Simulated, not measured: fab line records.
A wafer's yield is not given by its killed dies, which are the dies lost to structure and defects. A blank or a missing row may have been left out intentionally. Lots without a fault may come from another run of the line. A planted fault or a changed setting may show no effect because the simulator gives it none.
Chamber matching    flow gf180mcu    GF_CONTACT_CVD_02 on pecvd-03 has 3 sister chambers
The step deposits SiO2 from TEOS, target thk 860 nm, time 95.992 s. 6 wafers are shown with their chamber, then 9 later ones without.

== WAFERS PAIRED WITH THEIR CHAMBERS ==
wafer   chamber  heater-power-w (W)
L086.4  0        804
L086.5  1        766
L086.6  2        711
L089.1  0        812
L089.3  2        675
L089.4  1        711

== WAFERS WHOSE CHAMBER IS MISSING ==
wafer   heater-power-w (W)
L091.1  799
L091.3  624
L091.5  847
L093.1  568
L093.2  791
L093.6  696
L097.1  627
L097.2  715
L097.3  810

== WHICH CHAMBER EACH WENT THROUGH ==
wafer   from the rows above      in truth
L091.1  can't be placed: 0 or 1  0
L091.3  can't be placed: 2 or 1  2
L091.5  0                        0
L093.1  can't be placed: 2 or 1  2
L093.2  can't be placed: 0 or 1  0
L093.6  can't be placed: 2 or 1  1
L097.1  can't be placed: 2 or 1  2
L097.2  can't be placed: 2 or 1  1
L097.3  0                        0
2 of 9 placed correctly. Not placeable from these rows: 7 (in 7, the candidates include the true chamber). 0 placed wrongly.
How it was worked out, from the rows above alone: a wafer's distance from a chamber is the root of the sum, over the readings, of the square of ((its reading less the chamber's mean) divided by the reading's scatter). If the next closest chamber is less than 2 further off than the closest, the wafer can't be placed; otherwise it belongs to the closest. For every chamber, the mean is computed from those of its wafers that are shown. How the scatter is found: for the shown wafers, subtract from each reading the mean of its chamber, square and add these, divide the total by (wafers less chambers), then take the root.
